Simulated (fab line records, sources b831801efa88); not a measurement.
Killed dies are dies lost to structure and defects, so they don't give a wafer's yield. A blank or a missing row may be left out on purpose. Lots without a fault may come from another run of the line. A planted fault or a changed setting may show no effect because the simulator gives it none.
Problem report in the 8D (eight disciplines) form, filled by code | flow sky130 | the parts of the form that need people (team, actions taken, sign-off) are left out

1. THE PROBLEM
SD_N_RS at SKY_SD_N_RS_MEAS_16 reads a mean of 71.70 ohm/sq on 6 wafers of 2 lots; wafers without a fault read 68.55 ohm/sq with a standard deviation of 0.13. That is +24 standard deviations from the usual mean.
The step: measures by four-point-probe.
First seen on wafer L701.1, day 35 12:50, on film_metro-04. The record holds 39 wafers of 13 lots with a number at this step. Rule for "out", or "out of limits": more than 4 standard deviations from the usual mean. The other wafers with a number count as sound.

2. WHAT IT IS AND WHAT IT IS NOT
question                    | is                           | is not
which readings at this step | SD_N_RS                      | -
which lots                  | L701, L702                   | L682, L685, L686, L687, L689, L690, L691, L692, L693, L694, L705
which wafers of those lots  | all that have a number       | -
read on which gauges        | film_metro-01, film_metro-04 | film_metro-02
when                        | from day 35 12:50            | up to then (30 sound wafers); but 3 sound wafers of L705 came after

3. SUSPECTS, AND WHAT RULES EACH OUT
Counting: a tool at a process step up to the reading stays a suspect if it ran every lot that is out and no sound lot after the first of them.
- the gauge at SKY_SD_N_RS_MEAS_16: ruled out. The wafers that are out were read on 2 gauges (film_metro-01, film_metro-04).
- rtp_anneal-02 at SKY_SD_N_RTA_14 (time 2 s): kept. It ran every lot that is out, first L701 (day 35 12:40), and no sound lot after that; its last sound lot up to then is L694 (day 33 03:22). Its own readings are out on those wafers: lamp_power_pct.
Left after counting: rtp_anneal-02 at SKY_SD_N_RTA_14.

4. THE CAUSE (what the simulator had put in)
Process parameter drift: rtp_anneal-02, from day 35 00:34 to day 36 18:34, at SKY_SD_N_RTA_14. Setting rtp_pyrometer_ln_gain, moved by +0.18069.
Counting left only this tool.

5. THE CHAIN OF EFFECTS, in route order
Each row: a reading whose mean over the struck wafers that have a number lies more than 3 standard deviations from the usual. Only readings for which the record gives a usual standard deviation are gone through. hours: the time from each lot's start at the first step in this table that gives one to its start at this step, as a median over the lots. sigmas: the change in usual standard deviations.
hours | step                | reading        | usual        | on struck wafers | change | sigmas
0     | SKY_SD_N_RTA_14     | lamp_power_pct | 15.74 %      | 15.01            | -0.73  | -14
0     | SKY_SD_N_RS_MEAS_16 | SD_N_RS        | 68.55 ohm/sq | 71.70            | +3.15  | +24
0     | SKY_SD_N_RS_MEAS_17 | SD_P_RS        | 147.0 ohm/sq | 165.8            | +18.8  | +51
The process steps in it:
- SKY_SD_N_RTA_14: time 2 s.
Later measuring or inspecting steps at which every struck wafer that the step has a row for has a number for every such reading, and none has moved that far: SKY_LI_CONTACT_BOW_MEAS_03.

6. WHAT WOULD HAVE CAUGHT IT SOONER
In this record the first reading out of limits at a measuring or inspecting step was taken at day 35 12:50, 12 hours after the fault began at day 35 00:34.
The tool's own readings at SKY_SD_N_RTA_14 were out on every struck wafer that the step has a row for (lamp_power_pct): an alarm limit on them would have fired on the first of those.
Of the lots that are out (2), L702 began SKY_SD_N_RTA_14 on rtp_anneal-02 after day 35 12:50. A hold on the tool at that time would have spared it.
